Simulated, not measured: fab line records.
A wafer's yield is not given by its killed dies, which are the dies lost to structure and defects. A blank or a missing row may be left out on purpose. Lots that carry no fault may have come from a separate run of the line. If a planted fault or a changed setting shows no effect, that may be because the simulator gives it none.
Code-filled problem report in 8D (eight disciplines) form    flow sky130    the parts of the form that need people (team, actions taken, sign-off) are left out

## 1. WHAT IS WRONG
Wafers without a fault read 32.2 s, standard deviation 2.6; timeToEndpointS at SKY_LI_CONTACT_CMP_02 reads a mean of 18.2 s on 5 wafers belonging to 2 lots. Relative to the usual mean, that is a shift of -5.4 standard deviations.
The step: polishes PSG.
Earliest sighting: wafer L278.1 on cmp-02 at day 32 21:35. At this step, 41 wafers from 14 lots have a number in the record. Rule for "out", or "out of limits": more than 4 standard deviations from the usual mean. All remaining wafers that have a number are taken as sound.

## 2. WHAT IT IS, AND WHAT IT ISN'T
question                     is                      is not
which readings at this step  timeToEndpointS         motorCurrentA
which lots                   L278, L280              L264, L265, L266, L267, L269, L270, L271, L272, L281, L285, L286, L287
which wafers of those lots   all that have a number  -
read on which tools          cmp-02                  cmp-01
when                         from day 32 21:35       up to then (24 sound wafers); but 12 sound wafers of L281, L285, L286, L287 came after

## 3. WHAT RULES OUT EACH SUSPECT
Counting: a tool at a process step up to the reading stays a suspect if it ran every lot that is out and no sound lot after the first of them.
- cmp-02 at SKY_LI_CONTACT_CMP_02 (polishes PSG): kept. All lots that are out passed through it, beginning with L278 at day 32 21:35, and no sound lot followed; its final sound lot before that point was L271 at day 30 21:38. Out on those wafers are its own readings of timeToEndpointS.
The count leaves cmp-02 at SKY_LI_CONTACT_CMP_02.

## 4. THE CAUSE (what the simulator had put in)
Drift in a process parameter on cmp-02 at SKY_LI_CONTACT_CMP_02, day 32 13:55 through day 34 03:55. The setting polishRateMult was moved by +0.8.
This tool alone remained once counting was done.

## 5. THE EFFECT CHAIN, in route order
One row per reading whose mean, taken over the struck wafers that have a number, lies over 3 standard deviations from the usual. Readings are gone through only where the record gives a usual standard deviation; hours: the median, over the lots, of the time from a lot's start at the first step in this table giving one to that lot's start at this step; sigmas: the change measured in usual standard deviations.
hours  step                   reading          usual   on struck wafers  change  sigmas
0      SKY_LI_CONTACT_CMP_02  timeToEndpointS  32.2 s  18.2              -14.0   -5.4
Its process steps:
- SKY_LI_CONTACT_CMP_02: polishes PSG.
At these later measuring or inspecting steps, every struck wafer for which the step has a row has a number for every such reading, and none has moved that far: SKY_METAL1_OVL_MEAS_16.

## 6. WHAT WOULD HAVE CAUGHT IT SOONER
The fault began at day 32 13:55; the first out-of-limits reading in this record came at day 32 21:35, 8 hours later.
